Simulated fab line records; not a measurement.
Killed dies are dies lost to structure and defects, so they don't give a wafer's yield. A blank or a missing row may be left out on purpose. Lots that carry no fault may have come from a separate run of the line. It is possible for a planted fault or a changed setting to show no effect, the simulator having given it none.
Which tool was responsible? | flow sky130 | 12 lots with 36 wafers sampled at 2 steps, on a route of 708 steps

== WHAT THE GAUGES READ, wafer by wafer ==
SKY_FIELD_ISO_THK_MEAS_04. Usual: for FIELD_ISO_CVD_03_THK the level is 165.8 nm and the standard deviation is 1.5.
lot  | measured    | on            | FIELD_ISO_CVD_03_THK (nm) | flag
L353 | day 1 14:03 | film_metro-02 | 164.8 164.5 164.1         |
L354 | day 1 18:29 | film_metro-02 | 164.8 165.1 167.0         |
L357 | day 2 09:48 | film_metro-01 | 163.0 164.3 163.5         |
L358 | day 2 18:15 | film_metro-02 | 165.3 165.2 164.5         |
L360 | day 3 01:41 | film_metro-02 | 165.8 166.2 165.4         |
L361 | day 3 06:44 | film_metro-02 | 166.9 166.2 166.8         |
L363 | day 3 15:29 | film_metro-02 | 167.7 166.6 166.6         |
L367 | day 4 12:40 | film_metro-02 | 164.2 164.4 164.3         |
L370 | day 5 05:17 | film_metro-02 | 166.8 167.3 167.5         |
L371 | day 5 08:19 | film_metro-01 | 168.4 168.0 166.9         |
L372 | day 5 13:31 | film_metro-02 | 163.9 164.8 163.4         |
L375 | day 6 04:23 | film_metro-04 | 165.2 164.4 165.6         |

SKY_FIELD_ISO_CD_MEAS_13 targets a cd of 150 nm. Usual: cd_nm 150.1 nm, standard deviation 1.7.
lot  | measured    | on        | cd_nm (nm)        | flag
L353 | day 2 04:32 | cd_sem-01 | 148.4 147.6 148.4 |
L354 | day 2 10:05 | cd_sem-02 | 152.4 151.4 151.4 |
L357 | day 3 00:32 | cd_sem-01 | 152.0 151.0 151.8 |
L358 | day 3 08:20 | cd_sem-02 | 147.6 149.7 148.0 |
L360 | day 3 17:41 | cd_sem-01 | 151.2 150.6 149.7 |
L361 | day 3 22:27 | cd_sem-02 | 148.7 148.6 148.9 |
L363 | day 4 08:02 | cd_sem-02 | 152.0 152.7 151.9 |
L367 | day 5 06:26 | cd_sem-02 | 150.7 148.8 150.9 |
L370 | day 5 23:11 | cd_sem-02 | 149.5 150.0 149.3 |
L371 | day 6 03:37 | cd_sem-02 | 150.2 150.7 148.9 |
L372 | day 6 08:19 | cd_sem-01 | 150.5 149.5 148.3 |
L375 | day 6 23:44 | cd_sem-02 | 149.3 148.2 148.5 |

== EACH LOT AND THE TOOL THAT RAN IT (in order: tool; ch and the chambers of the sampled wafers; start) ==
Before these readings, the record contains no process step.

== AS READ BY THE TOOLS THEMSELVES (means over the sampled wafers that have a number; for cases with no such wafer, the mark the record gives instead) ==
The record holds no such reading with a usual standard deviation.

== THE ANSWER, worked out from the rows above alone ==
Rule: lot off if the mean of its wafers having a number is beyond 3 standard deviations from the usual mean. A lot without any number at a reading at which 4 lots or more have one is off too. The other lots that the step has rows for count as sound. The gauges are gone through in route order, then the tools' own readings, and for those a lot's mean is taken as printed above. At the first step where some lot is off, the reading lying furthest off is the one used; lots without a number count as furthest.
No lot is off at any reading shown: from this, nothing can be told.

== WHAT THE SIMULATOR HAD INSERTED ==
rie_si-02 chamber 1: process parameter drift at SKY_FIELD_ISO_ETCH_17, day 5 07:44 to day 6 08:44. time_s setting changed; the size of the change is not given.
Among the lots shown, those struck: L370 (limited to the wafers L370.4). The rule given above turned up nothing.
